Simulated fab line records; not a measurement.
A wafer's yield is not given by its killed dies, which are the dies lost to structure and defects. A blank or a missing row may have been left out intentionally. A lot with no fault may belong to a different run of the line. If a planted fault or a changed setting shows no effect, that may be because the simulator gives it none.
Struck lot and sound lot, side by side :: flow gf180mcu :: 21 out of 602 route steps
Sound: these wafers, L361.2, L361.3, L361.4. The struck wafers were L373.1, L373.2, L373.3. At the end, the cause is stated.
For every step that has rows: the tool of each side, followed by ch and its chambers, followed by its first start. Under that, the readings that differ: sound wafers :: struck wafers :: difference of the means :: sigmas: that difference in standard deviations of wafers without a fault.
alike: a reading whose means differ by less than 2 such deviations, as well as words and numbers matching on both sides. not compared: withheld readings; readings where some wafer has no value; bounds like >300 that might hide an equal value; numbers whose values overlap and for which the record gives no deviation.
A row with sigmas, a row that says differs or no value, or rows on one side alone: a step with any of these is where the two part. Numbers that have no deviation but don't overlap get no sigmas and don't part them. Lack of a reading on every wafer of one side parts them only where that side has two or more wafers.

first, 4 steps without rows for these wafers: GF_VT_IMPLANT_SOFTBAKE_25 (time 60 s); GF_VT_IMPLANT_EXPOSE_26 (exposes mask LVPWELL HV AREA, target cd 860 nm); GF_VT_IMPLANT_PEB_27; GF_VT_IMPLANT_DEVELOP_28 (develop time 60 s).
GF_VT_IMPLANT_OVL_MEAS_29:
  struck on overlay-01, day 10 21:53; sound on overlay-01, day 8 01:39
  alike: VT_IMPLANT_02_OVL
after that, 1 step had no rows for these wafers: GF_VT_IMPLANT_IMPLANT_30.
GF_VT_IMPLANT_STRIP_31: strips in O2/N2.
  sound on plasma asher-02 ch 0,1, day 8 01:50; struck on plasma asher-01 ch 0,1, day 10 22:05
  alike: chamber pressure mTorr, drypump motor current A, heater power w, oes product au, strip time to endpoint s
  not compared: rf hours counter h
GF_VT_IMPLANT_TW_MEAS_32:
  struck on film metro-04, day 10 22:11; sound on film metro-04, day 8 01:56
  alike: VT_IMPLANT_3_TW
then, 4 steps without rows for these wafers: GF_VT_IMPLANT_DEHYDRATE_33 (time 60 s); GF_VT_IMPLANT_HMDS_34 (prime time 60 s); GF_VT_IMPLANT_COAT_35 (resist thk 1000 nm); GF_VT_IMPLANT_SOFTBAKE_36 (time 60 s).
GF_VT_IMPLANT_EXPOSE_37: exposes mask Nwell HV AREA, target cd 860 nm.
  sound on iline stepper-02 ch 0, day 8 10:30; struck on iline stepper-02 ch 0, day 11 07:16
reading: mask
sound: Nwell_HV_AREA#0 Nwell_HV_AREA#0 Nwell_HV_AREA#0
struck: Nwell_LV_AREA#0 Nwell_LV_AREA#0 Nwell_LV_AREA#0
difference: differs
sigmas: 
then, 2 steps without rows for these wafers: GF_VT_IMPLANT_PEB_38; GF_VT_IMPLANT_DEVELOP_39 (develop time 60 s).
GF_VT_IMPLANT_OVL_MEAS_40:
  struck on overlay-02, day 11 16:29; sound on overlay-01, day 8 18:52
reading: VT_IMPLANT_03_OVL (nm)
sound: 0.0 0.5 -0.7
struck: - - -
difference: no value on the struck wafers
sigmas: 
after that, 1 step had no rows for these wafers: GF_VT_IMPLANT_IMPLANT_41.
GF_VT_IMPLANT_STRIP_42: strips in O2/N2.
  sound on plasma asher-01 ch 0,1, day 8 19:02; struck on plasma asher-01 ch 0,1, day 11 16:41
  alike: chamber pressure mTorr, drypump motor current A, heater power w, oes product au, strip time to endpoint s
  not compared: rf hours counter h
GF_VT_IMPLANT_TW_MEAS_43:
  struck on film metro-03, day 11 16:47; sound on film metro-02, day 8 19:09
reading: VT_IMPLANT_4_TW
sound: 683 687 685
struck: 30 30 30
difference: -655
sigmas: -99 or more
then, 1 step without rows for these wafers: GF_VT_IMPLANT_CLEAN_44 (cleans in SC1/SC2, time 150 s).
-- record jumps: 22 days separate the struck wafers' starts on either side; left off in module VT_IMPLANT, taken up again in module PASSIVATION, whose first shown step is the route's number 602 --
GF_PASSIVATION_PROBE_99:
  record: rows for the struck wafers here (prober-01, day 33 13:34), none for the sound ones

## WHERE THEY PART
First at GF_VT_IMPLANT_EXPOSE_37; last, within this record, at GF_PASSIVATION_PROBE_99.

WHY: what the simulator had put in
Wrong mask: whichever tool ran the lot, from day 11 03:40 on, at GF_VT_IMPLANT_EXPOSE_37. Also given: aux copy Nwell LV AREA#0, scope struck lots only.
